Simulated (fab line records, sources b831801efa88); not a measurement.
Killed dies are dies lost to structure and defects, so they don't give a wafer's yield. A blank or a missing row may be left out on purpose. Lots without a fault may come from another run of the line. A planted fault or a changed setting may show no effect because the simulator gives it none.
Which tool did it? | flow sky130 | 24 lots, 72 wafers sampled, at 6 steps of a route of 708

WHAT THE GAUGES READ, wafer by wafer
SKY_METAL1_RS_MEAS_05: measures by four-point-probe. Usual: METAL1_ALCU_RS 0.1265 ohm/sq, standard deviation 0.0017.
lot  | measured     | on            | METAL1_ALCU_RS (ohm/sq) | flag
L074 | day 31 11:32 | film_metro-03 | 0.1220 0.1249 0.1236    |
L075 | day 31 17:31 | film_metro-04 | 0.1275 0.1276 0.1292    |
L076 | day 32 04:28 | film_metro-03 | 0.1302 0.1254 0.1298    |
L077 | day 32 17:11 | film_metro-04 | 0.1276 0.1250 0.1283    |
L078 | day 32 19:05 | film_metro-02 | 0.1286 0.1284 0.1280    |
L079 | day 33 08:43 | film_metro-04 | 0.1285 0.1254 0.1245    |
L080 | day 33 20:05 | film_metro-03 | 0.1279 0.1262 0.1245    |
L081 | day 34 00:20 | film_metro-02 | 0.1263 0.1261 0.1262    |
L082 | day 34 06:16 | film_metro-03 | 0.1293 0.1284 0.1277    |
L083 | day 34 17:40 | film_metro-04 | 0.1263 0.1269 0.1264    |
L084 | day 34 23:03 | film_metro-02 | 0.1263 0.1249 0.1249    |
L085 | day 35 03:19 | film_metro-03 | 0.1237 0.1246 0.1242    |
L086 | day 35 12:41 | film_metro-04 | 0.1257 0.1275 0.1259    |
L087 | day 35 22:55 | film_metro-02 | 0.1248 0.1249 0.1259    |
L088 | day 36 10:43 | film_metro-04 | 0.1289 0.1260 0.1284    |
L089 | day 36 20:21 | film_metro-04 | 0.1246 0.1243 0.1243    |
L090 | day 37 05:35 | film_metro-02 | 0.1264 0.1252 0.1262    |
L091 | day 37 18:21 | film_metro-02 | 0.1258 0.1256 0.1257    |
L092 | day 37 20:26 | film_metro-02 | 0.1281 0.1269 0.1231    |
L093 | day 38 01:34 | film_metro-03 | 0.1245 0.1254 0.1263    |
L094 | day 38 04:46 | film_metro-04 | 0.1251 0.1281 0.1279    |
L095 | day 38 10:58 | film_metro-04 | 0.1249 0.1301 0.1250    |
L097 | day 38 19:03 | film_metro-03 | 0.1249 0.1276 0.1287    |
L096 | day 38 22:07 | film_metro-04 | 0.1281 0.1277 0.1279    |

SKY_METAL1_OVL_MEAS_16. Usual: METAL1_OVL 1 nm, standard deviation 5.2.
lot  | measured     | on         | METAL1_OVL (nm) | flag
L074 | day 32 14:41 | overlay-02 | 1 4 7           |
L075 | day 32 20:49 | overlay-02 | -1 1 -5         |
L076 | day 33 07:30 | overlay-02 | 3 -1 2          |
L077 | day 33 20:03 | overlay-01 | 6 3 3           |
L078 | day 33 21:49 | overlay-02 | 6 4 7           |
L079 | day 34 11:18 | overlay-02 | -8 -4 -4        |
L080 | day 34 22:40 | overlay-01 | 6 7 4           |
L081 | day 35 02:06 | overlay-02 | -9 -9 -6        |
L082 | day 35 08:44 | overlay-01 | 8 8 0           |
L083 | day 35 20:26 | overlay-02 | -6 -3 -8        |
L084 | day 36 01:17 | overlay-01 | 0 -3 -2         |
L085 | day 36 05:39 | overlay-02 | 1 -6 0          |
L086 | day 36 14:54 | overlay-01 | -8 -6 -8        |
L087 | day 37 01:04 | overlay-01 | 1 -3 9          |
L088 | day 37 12:41 | overlay-01 | 0 4 4           |
L089 | day 37 22:07 | overlay-01 | -1 1 4          |
L090 | day 38 07:19 | overlay-02 | 5 7 9           |
L091 | day 38 20:06 | overlay-01 | 0 4 2           |
L092 | day 38 22:22 | overlay-02 | 0 -6 -4         |
L093 | day 39 03:21 | overlay-01 | 6 6 4           |
L094 | day 39 06:07 | overlay-02 | -1 -5 0         |
L095 | day 39 12:10 | overlay-02 | 9 7 2           |
L097 | day 39 20:11 | overlay-02 | -3 6 1          |
L096 | day 39 22:38 | overlay-01 | 8 6 -1          |

SKY_VIA1_CD_MEAS_12: target cd 150 nm. Usual: cd_nm 149.6 nm, standard deviation 1.7.
lot  | measured     | on        | cd_nm (nm)        | flag
L074 | day 33 18:22 | cd_sem-02 | 149.2 148.0 147.9 |
L075 | day 34 00:22 | cd_sem-01 | 149.8 149.2 150.0 |
L076 | day 34 11:16 | cd_sem-02 | 148.7 150.1 150.7 |
L077 | day 35 00:02 | cd_sem-02 | 150.5 150.5 151.6 |
L078 | day 35 01:16 | cd_sem-02 | 148.6 149.5 147.4 |
L079 | day 35 14:40 | cd_sem-01 | 151.3 151.4 148.6 |
L080 | day 36 02:25 | cd_sem-01 | 150.3 150.1 151.5 |
L081 | day 36 05:53 | cd_sem-01 | 149.4 147.9 149.1 |
L082 | day 36 12:45 | cd_sem-01 | 148.5 148.1 147.2 |
L083 | day 36 23:26 | cd_sem-01 | 153.9 153.5 151.1 |
L084 | day 37 04:49 | cd_sem-01 | 148.2 148.8 147.4 |
L085 | day 37 08:05 | cd_sem-01 | 148.3 147.7 148.8 |
L086 | day 37 18:14 | cd_sem-01 | 145.5 145.5 145.5 |
L087 | day 38 04:26 | cd_sem-01 | 148.4 149.4 147.6 |
L088 | day 38 15:47 | cd_sem-01 | 153.3 152.6 150.9 |
L089 | day 39 00:45 | cd_sem-01 | 148.4 147.9 149.2 |
L090 | day 39 09:23 | cd_sem-02 | 151.5 152.6 151.8 |
L091 | day 39 22:53 | cd_sem-01 | 150.3 150.4 148.8 |
L092 | day 40 00:23 | cd_sem-01 | 147.9 147.1 149.0 |
L093 | day 40 05:49 | cd_sem-01 | 154.3 153.1 151.3 |
L094 | day 40 07:59 | cd_sem-01 | 151.3 149.8 150.3 |
L095 | day 40 13:58 | cd_sem-02 | 149.7 149.3 152.1 |
L097 | day 40 21:30 | cd_sem-02 | 148.4 148.6 150.6 |
L096 | day 40 23:53 | cd_sem-01 | 150.3 149.8 149.3 |

SKY_VIA3_BOW_MEAS_03. Usual: VIA3_BOW 77 um, standard deviation 8.3.
lot  | measured     | on            | VIA3_BOW (um) | flag
L074 | day 38 10:10 | film_metro-01 | 73 81 64      |
L075 | day 38 16:45 | film_metro-01 | 74 79 78      |
L076 | day 39 01:28 | film_metro-01 | 89 102 92     |
L077 | day 39 13:38 | film_metro-02 | 98 84 88      |
L078 | day 39 14:35 | film_metro-02 | 92 80 77      |
L079 | day 40 03:17 | film_metro-03 | 75 73 77      |
L080 | day 40 14:04 | film_metro-03 | 76 74 78      |
L081 | day 40 17:20 | film_metro-02 | 82 83 77      |
L082 | day 41 00:28 | film_metro-03 | 85 75 89      |
L083 | day 41 09:08 | film_metro-01 | 75 72 80      |
L084 | day 41 16:03 | film_metro-03 | 69 89 79      |
L085 | day 41 17:43 | film_metro-01 | 73 72 65      |
L086 | day 42 03:43 | film_metro-02 | 72 78 75      |
L087 | day 42 13:23 | film_metro-01 | 74 79 69      |
L088 | day 43 00:01 | film_metro-02 | 80 88 82      |
L089 | day 43 08:14 | film_metro-02 | 71 79 86      |
L090 | day 43 14:58 | film_metro-02 | 79 71 72      |
L091 | day 44 03:41 | film_metro-02 | 85 92 76      |
L092 | day 44 05:31 | film_metro-02 | 79 76 88      |
L093 | day 44 11:03 | film_metro-01 | 80 75 82      |
L094 | day 44 11:44 | film_metro-01 | 59 73 61      |
L095 | day 44 17:40 | film_metro-02 | 70 72 61      |
L097 | day 44 23:59 | film_metro-01 | 72 80 87      |
L096 | day 45 02:25 | film_metro-03 | 75 70 67      |

SKY_METAL5_THK_MEAS_06: measures by xrf. Usual: METAL5_ALCU_THK 1152 nm, standard deviation 14.
lot  | measured     | on            | METAL5_ALCU_THK (nm) | flag
L074 | day 42 16:23 | film_metro-04 | 1160 1140 1145       |
L075 | day 42 22:43 | film_metro-04 | 1179 1163 1168       |
L076 | day 43 08:35 | film_metro-02 | 1127 1137 1122       |
L077 | day 43 16:46 | film_metro-02 | 1133 1138 1134       |
L078 | day 43 18:26 | film_metro-02 | 1155 1140 1170       |
L079 | day 44 06:32 | film_metro-02 | 1150 1150 1192       |
L080 | day 44 16:43 | film_metro-02 | 1137 1150 1150       |
L081 | day 44 18:26 | film_metro-02 | 1175 1157 1178       |
L082 | day 45 01:19 | film_metro-04 | 1141 1170 1133       |
L083 | day 45 09:07 | film_metro-02 | 1150 1151 1144       |
L084 | day 45 15:32 | film_metro-04 | 1160 1136 1155       |
L085 | day 45 17:19 | film_metro-04 | 1163 1154 1163       |
L086 | day 46 01:54 | film_metro-02 | 1128 1145 1131       |
L087 | day 46 10:15 | film_metro-04 | 1127 1156 1130       |
L088 | day 46 20:37 | film_metro-03 | 1152 1171 1147       |
L089 | day 47 01:46 | film_metro-04 | 1172 1156 1161       |
L090 | day 47 10:40 | film_metro-03 | 1151 1157 1154       |
L091 | day 47 21:08 | film_metro-03 | 1164 1152 1148       |
L092 | day 47 22:14 | film_metro-04 | 1142 1161 1151       |
L093 | day 48 02:13 | film_metro-04 | 1180 1168 1154       |
L094 | day 48 03:20 | film_metro-03 | 1131 1149 1149       |
L095 | day 48 09:47 | film_metro-04 | 1176 1142 1177       |
L097 | day 48 14:25 | film_metro-04 | 1177 1143 1183       |
L096 | day 48 15:38 | film_metro-02 | 1166 1152 1166       |

WHICH TOOL RAN EACH LOT (tool, then ch and the chambers of the sampled wafers, then the start)
lot  | SKY_CAP2M_METAL_ETCH_13
L074 | rie_metal-01 ch 0, day 40 13:17
L075 | rie_metal-01 ch 0,1, day 40 20:26
L076 | rie_metal-03 ch 0,1, day 41 05:08
L077 | rie_metal-04 ch 0,1, day 41 15:35
L078 | rie_metal-03 ch 0,1, day 41 16:13
L079 | rie_metal-03 ch 0,1, day 42 04:38
L080 | rie_metal-03 ch 0,1, day 42 15:23
L081 | rie_metal-04 ch 0,1, day 42 17:47
L082 | rie_metal-03 ch 0,1, day 43 01:11
L083 | rie_metal-03 ch 0,1, day 43 09:37
L084 | rie_metal-04 ch 0,1, day 43 16:26
L085 | rie_metal-04 ch 1, day 43 18:13
L086 | rie_metal-04 ch 0,1, day 44 02:47
L087 | rie_metal-03 ch 0,1, day 44 12:19
L088 | rie_metal-01 ch 0,1, day 44 22:47
L089 | rie_metal-01 ch 0,1, day 45 05:29
L090 | rie_metal-04 ch 0,1, day 45 13:10
L091 | rie_metal-01 ch 0,1, day 46 01:05
L092 | rie_metal-01 ch 0,1, day 46 02:01
L093 | rie_metal-01 ch 0,1, day 46 06:59
L094 | rie_metal-03 ch 0, day 46 07:28
L095 | rie_metal-01 ch 0,1, day 46 14:11
L097 | rie_metal-04 ch 0,1, day 46 19:29
L096 | rie_metal-01 ch 0,1, day 46 21:37
- SKY_CAP2M_METAL_ETCH_13: etches TiN in Cl2/BCl3, stops on SiO2, target depth 220 nm, time 62.9 s.

WHAT THE TOOLS THEMSELVES READ (means of the sampled wafers that have a number; where no wafer has one, the mark that the record gives instead)
SKY_CAP2M_METAL_ETCH_13. Usual: drypump_motor_current_A 5.6 A, standard deviation 0.48; oes_product_au 0.941 a.u., standard deviation 0.0076; throttle_valve_pct 21.901 %, standard deviation 0.0096.
lot  | tool         | drypump_motor_current_A (A) | oes_product_au (a.u.) | throttle_valve_pct (%) | flag
L074 | rie_metal-01 | 6.4                         | 0.941                 | 21.904                 |
L075 | rie_metal-01 | 5.6                         | 0.935                 | 21.903                 |
L076 | rie_metal-03 | 5.8                         | 0.941                 | 21.894                 |
L077 | rie_metal-04 | 5.1                         | 0.948                 | 21.897                 |
L078 | rie_metal-03 | 5.8                         | 0.950                 | 21.895                 |
L079 | rie_metal-03 | 5.8                         | 0.931                 | 21.898                 |
L080 | rie_metal-03 | 5.9                         | 0.941                 | 21.891                 |
L081 | rie_metal-04 | 5.3                         | 0.955                 | 21.898                 |
L082 | rie_metal-03 | 5.9                         | 0.946                 | 21.900                 |
L083 | rie_metal-03 | 5.9                         | 0.930                 | 21.911                 |
L084 | rie_metal-04 | 5.1                         | 0.941                 | 21.898                 |
L085 | rie_metal-04 | 4.9                         | 0.938                 | 21.891                 |
L086 | rie_metal-04 | 5.3                         | 0.937                 | 21.911                 |
L087 | rie_metal-03 | 5.8                         | 0.946                 | 21.902                 |
L088 | rie_metal-01 | 5.7                         | 0.931                 | 21.901                 |
L089 | rie_metal-01 | 6.0                         | 0.943                 | 21.898                 |
L090 | rie_metal-04 | 5.3                         | 0.934                 | 21.908                 |
L091 | rie_metal-01 | 6.0                         | 0.937                 | 21.904                 |
L092 | rie_metal-01 | 5.6                         | 0.945                 | 21.893                 |
L093 | rie_metal-01 | 5.7                         | 0.945                 | 21.896                 |
L094 | rie_metal-03 | 5.7                         | 0.932                 | 21.913                 |
L095 | rie_metal-01 | 6.0                         | 0.948                 | 21.907                 |
L097 | rie_metal-04 | 5.1                         | 0.938                 | 21.905                 |
L096 | rie_metal-01 | 5.7                         | 0.943                 | 21.896                 |

THE ANSWER, worked out from the rows above alone
Rule: a lot is off if the mean of its wafers that have a number lies more than 3 standard deviations from the usual mean. A lot without any number at a reading at which 4 lots or more have one is off too. The other lots that the step has rows for count as sound. The gauges are gone through in route order, then the tools' own readings, and for those a lot's mean is taken as printed above. The first step at which some lot is off is used, and at that step the reading that is off furthest; a lot without a number counts as furthest.
No lot is off at any reading shown: from this, nothing can be told.

WHAT THE SIMULATOR HAD PUT IN
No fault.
